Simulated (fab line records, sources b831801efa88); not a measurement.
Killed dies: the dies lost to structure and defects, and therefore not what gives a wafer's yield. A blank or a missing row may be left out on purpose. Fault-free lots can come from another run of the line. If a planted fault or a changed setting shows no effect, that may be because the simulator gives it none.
A struck lot beside a sound one :: flow sky130 :: 17 steps out of a route of 708
Sound: wafers L647.3, L647.4, L647.6. Struck: wafer L658.2; the same lot's L658.3 was not struck, so it is left out; see the end for the cause.
Per side, at each step with rows, come the tool, then ch with its chambers, and then its first start. Under that, the readings that differ: sound wafers :: struck wafers :: difference of the means :: sigmas: that difference in standard deviations of wafers without a fault.
alike: same words and numbers on both sides, and readings whose means sit less than 2 such deviations apart. not compared: any withheld reading, any reading some wafer has no value for, any bound like >300 that may hide the same value, and any number with overlapping values for which the record gives no deviation.
A row with sigmas, a row that says differs or no value, or rows on one side alone: a step with any of these is where the two part. Numbers that don't overlap but have no deviation are shown without sigmas and don't part them. Lack of a reading on every wafer of one side parts them only where that side has two or more wafers.

SKY_VT_ADJUST_HVTP_OVL_MEAS_08:
  struck on overlay-02, day 10 16:58; sound on overlay-01, day 7 17:26
  alike: VT_ADJUST_HVTP_OVL
next, for these wafers, 1 step has no rows: SKY_VT_ADJUST_HVTP_IMPLANT_09.
SKY_VT_ADJUST_HVTP_STRIP_10: strips in O2/N2.
  sound on plasmaAsher-01 ch 0,1, day 7 17:39; struck on plasmaAsher-01 ch 1, day 10 17:09
reading: rfHoursCounterH (h)
sound: - - -
struck: 44
difference: no value on the sound wafers
sigmas: 
  alike: drypumpMotorCurrentA, oesProductAu, stripTimeToEndpointS
SKY_VT_ADJUST_HVTP_TW_MEAS_11:
  struck on filmMetro-03, day 10 17:16; sound on filmMetro-03, day 7 17:44
  alike: VT_ADJUST_HVTP_TW
then, 7 steps without rows for these wafers: SKY_VT_ADJUST_LVTN_DEHYDRATE_00 (time 60 s); SKY_VT_ADJUST_LVTN_HMDS_01 (prime time 60 s); SKY_VT_ADJUST_LVTN_COAT_02 (resist thk 3000 nm); SKY_VT_ADJUST_LVTN_SOFTBAKE_03; SKY_VT_ADJUST_LVTN_EXPOSE_04 (exposes mask NWM COMPLEMENT LESS NATIVE, target cd 840 nm); SKY_VT_ADJUST_LVTN_PEB_05; SKY_VT_ADJUST_LVTN_DEVELOP_06 (develop time 60 s).
SKY_VT_ADJUST_LVTN_OVL_MEAS_07:
  struck on overlay-01, day 11 16:04; sound on overlay-01, day 8 14:13
  alike: VT_ADJUST_LVTN_OVL
SKY_VT_ADJUST_LVTN_IMPLANT_08:
  sound on implanter-02 ch 0, day 8 14:18; struck on implanter-03 ch 0, day 11 16:07
  alike: beamOnS
SKY_VT_ADJUST_LVTN_STRIP_09: strips in O2/N2.
  sound on plasmaAsher-03 ch 0,1, day 8 14:26; struck on plasmaAsher-03 ch 1, day 11 16:15
reading: rfHoursCounterH (h)
sound: - - -
struck: 56
difference: no value on the sound wafers
sigmas: 
  alike: drypumpMotorCurrentA, oesProductAu, stripTimeToEndpointS
SKY_VT_ADJUST_LVTN_TW_MEAS_10:
  struck on filmMetro-03, day 11 16:22; sound on filmMetro-03, day 8 14:31
reading: VT_ADJUST_LVTN_TW
sound: 244.8 245.4 245.7
struck: 231.7
difference: -13.6
sigmas: -8
then, 1 step without rows for these wafers: SKY_VT_ADJUST_LVTN_DEHYDRATE_11 (time 60 s).
-- here the record skips 38 days between the struck wafers' starts before and after, leaving off in module VT_ADJUST_LVTN and picking up in module PAD_OPEN (first step shown: number 708 of the route) --
SKY_PAD_OPEN_PROBE_99:
  struck on prober-01, day 49 21:19; sound on prober-02, day 47 05:28
reading: model.etest.nfet_01v8.driveUaUmRange
sound: 7.507 12.25 6.755
struck: 13.94
difference: +5.10
sigmas: 

reading: model.etest.nfet_01v8_lvt.vtSatV (V)
sound: 0.5479 0.5557 0.547
struck: 0.5258
difference: -0.0244
sigmas: 

reading: model.etest.nfet_01v8.vtVRange
sound: 0.009849 0.004569 0.00566
struck: 0.02308
difference: +0.01639
sigmas: 

reading: model.etest.nfet_01v8_lvt.bodyRiseV (V)
sound: 0.1413 0.1433 0.1432
struck: 0.1357
difference: -0.0069
sigmas: 
  alike: killed_at_M0_to_M3, killed_at_M4_up, killedAtContacts, killedAtFrontEnd, killedAtOther, killedDies, killedOpen, killedShort

== WHERE THEY PART ==
First at SKY_VT_ADJUST_HVTP_STRIP_10; last, within this record, at SKY_VT_ADJUST_LVTN_TW_MEAS_10. Later steps at which nothing parts them and some readings are alike: SKY_PAD_OPEN_PROBE_99.

WHY: what the simulator had put in
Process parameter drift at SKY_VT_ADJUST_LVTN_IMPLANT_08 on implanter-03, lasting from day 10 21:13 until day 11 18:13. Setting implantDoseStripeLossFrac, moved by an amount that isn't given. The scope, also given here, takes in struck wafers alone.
